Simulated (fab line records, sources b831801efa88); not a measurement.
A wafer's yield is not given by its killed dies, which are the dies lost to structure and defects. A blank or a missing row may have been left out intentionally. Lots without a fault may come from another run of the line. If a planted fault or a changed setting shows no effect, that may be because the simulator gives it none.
Matching of chambers | flow gf180mcu | rieDiel-04 running GF_PASSIVATION_ETCH_11: 4 sister chambers
The step etches the open film in CF4/O2, stops on TiN, target depth 2040 nm, time 453.3 s. 4 wafers are shown with their chamber, then 7 later ones without.

## EACH WAFER AND ITS CHAMBER
wafer  | chamber | throttleValvePct (%)
L079.3 | 0       | 5.977
L082.2 | 3       | 5.970
L082.6 | 2       | 5.973
L083.5 | 1       | 5.973

## WAFERS WITHOUT THEIR CHAMBER
wafer  | throttleValvePct (%)
L083.6 | 5.963
L088.1 | 5.984
L088.3 | 5.979
L088.5 | 5.979
L091.3 | 5.974
L091.4 | 5.969
L091.5 | 5.965

## THE CHAMBER EACH PASSED THROUGH
wafer  | from the rows above               | in truth
L083.6 | can't be placed: 3 or 1 or 2 or 0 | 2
L088.1 | can't be placed: 0 or 1 or 2 or 3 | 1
L088.3 | can't be placed: 0 or 1 or 2 or 3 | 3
L088.5 | can't be placed: 0 or 1 or 2 or 3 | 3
L091.3 | can't be placed: 1 or 2 or 0 or 3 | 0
L091.4 | can't be placed: 3 or 1 or 2 or 0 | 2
L091.5 | can't be placed: 3 or 1 or 2 or 0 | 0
0 of 7 placed correctly. These rows do not allow placing 7 (true chamber among the candidates in 7). 0 placed wrongly.
How it was worked out, from the rows above alone: a wafer's distance from a chamber is the root of the sum, over the readings, of the square of ((its reading less the chamber's mean) divided by the reading's scatter). The wafer belongs to the nearest chamber; if the next one is less than 2 further off, it can't be placed. The mean given for a chamber averages the wafers shown for that chamber. The scatter: with one shown wafer a chamber, the root of the mean of the squares of how far each hidden wafer lies from its nearest shown one.
